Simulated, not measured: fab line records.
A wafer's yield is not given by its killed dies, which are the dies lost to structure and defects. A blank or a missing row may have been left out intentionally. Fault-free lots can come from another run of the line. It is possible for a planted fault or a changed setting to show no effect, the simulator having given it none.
Which of the tools did it?	flow sky130	36 wafers from 12 lots sampled at 3 of the route's 708 steps

WHAT EACH GAUGE READ, for each wafer
SKY_VIA4_THK_MEAS_01.
lot	measured	on	VIA4_HDPCVD_THK (nm)
L216	day 43 00:46	filmMetro-02	1782 1790 1790
L219	day 43 07:39	filmMetro-03	1769 1774 1763
L220	day 43 15:32	filmMetro-02	1762 1768 1783
L222	day 43 19:31	filmMetro-01	1769 1784 1771
L223	day 44 09:12	filmMetro-02	1782 1765 1769
L224	day 44 11:16	filmMetro-02	1816 1788 1768
L225	day 44 18:09	filmMetro-03	1799 1772 1744
L227	day 45 09:24	filmMetro-02	1790 1791 1798
L228	day 45 17:13	filmMetro-01	1791 1812 1808
L231	day 46 22:20	filmMetro-02	1789 1787 1814
L237	day 47 14:31	filmMetro-02	1758 1753 1782
L238	day 47 15:49	filmMetro-02	1743 1757 1743

WHAT TOOL EACH LOT RAN ON (gives the tool, then ch and the chambers of the sampled wafers, and finally the start)
lot	SKY_METAL2_SPUTTER_04	SKY_METAL3_STRIP_19
L216	pvdSputter-01, day 35 11:17	plasmaAsher-04 ch 0,1, day 39 20:50
L219	pvdSputter-04, day 35 18:27	plasmaAsher-02 ch 0,1, day 40 03:23
L220	pvdSputter-04, day 36 03:19	plasmaAsher-04 ch 0,1, day 40 11:35
L222	pvdSputter-03, day 36 10:34	plasmaAsher-03 ch 0,1, day 40 17:47
L223	pvdSputter-01, day 36 23:37	plasmaAsher-03 ch 0,1, day 41 05:32
L224	pvdSputter-03, day 37 03:10	plasmaAsher-04 ch 0,1, day 41 09:05
L225	pvdSputter-03, day 37 06:55	plasmaAsher-02 ch 0,1, day 41 14:29
L227	pvdSputter-04, day 38 02:46	plasmaAsher-02 ch 1, day 42 07:56
L228	pvdSputter-01, day 38 09:08	plasmaAsher-02 ch 0,1, day 42 15:32
L231	pvdSputter-03, day 39 19:31	plasmaAsher-04 ch 0,1, day 43 23:43
L237	pvdSputter-04, day 40 14:33	plasmaAsher-04 ch 0,1, day 44 17:35
L238	pvdSputter-01, day 40 16:53	plasmaAsher-04 ch 0,1, day 44 18:46
- SKY_METAL2_SPUTTER_04: material TiN, target thk 70 nm, time 58.3 s.
- SKY_METAL3_STRIP_19: strips in O2/N2.

AS READ BY THE TOOLS THEMSELVES (means over the sampled wafers that have a number; for cases with no such wafer, the mark the record gives instead)
SKY_METAL2_SPUTTER_04.
lot	tool	chamberPressurePa (Pa)	throttleValvePct (%)
L216	pvdSputter-01	0.4001	30.7
L219	pvdSputter-04	0.4011	31.1
L220	pvdSputter-04	0.3989	30.3
L222	pvdSputter-03	0.3993	30.4
L223	pvdSputter-01	0.3993	30.3
L224	pvdSputter-03	0.4002	30.3
L225	pvdSputter-03	0.4003	30.6
L227	pvdSputter-04	0.3987	30.1
L228	pvdSputter-01	0.4002	30.5
L231	pvdSputter-03	0.4004	30.9
L237	pvdSputter-04	0.3993	30.1
L238	pvdSputter-01	0.4004	30.0

SKY_METAL3_STRIP_19.
lot	tool	drypumpMotorCurrentA (A)	oesProductAu (a.u.)	stripTimeToEndpointS (s)
L216	plasmaAsher-04	5.3	0.498	6.47
L219	plasmaAsher-02	5.9	0.505	6.53
L220	plasmaAsher-04	5.3	0.501	6.46
L222	plasmaAsher-03	5.4	0.508	6.59
L223	plasmaAsher-03	5.3	0.504	6.48
L224	plasmaAsher-04	5.7	0.507	6.53
L225	plasmaAsher-02	5.9	0.504	6.60
L227	plasmaAsher-02	6.1	0.504	6.55
L228	plasmaAsher-02	6.0	0.507	6.52
L231	plasmaAsher-04	5.7	0.499	6.52
L237	plasmaAsher-04	5.7	0.499	6.40
L238	plasmaAsher-04	5.3	0.499	6.52

THE ANSWER, worked out from the rows above alone
Rule: usual is defined by the lots themselves. The widest of any qualifying gaps counts: lots, ordered by their means at a reading, are off when they make up no more than a third of the lots, leave a main group of 4 or more, and stand apart from it by 3 or more times the standard deviation of that group's means. Not used: any main group whose means are identical at the precision the tables above print for the reading. A lot without any number at a reading at which 4 lots or more have one is off too. All remaining lots with rows at the step are treated as sound. After the gauges, taken in route order, come the tools' own readings; for these a lot's mean is taken, as printed above. The first step at which some lot is off is used, and at that step the reading that is off furthest; a lot without a number counts as furthest.
No lot is off at any reading shown: from this, nothing can be told.

WHAT THE SIMULATOR HAD PUT IN
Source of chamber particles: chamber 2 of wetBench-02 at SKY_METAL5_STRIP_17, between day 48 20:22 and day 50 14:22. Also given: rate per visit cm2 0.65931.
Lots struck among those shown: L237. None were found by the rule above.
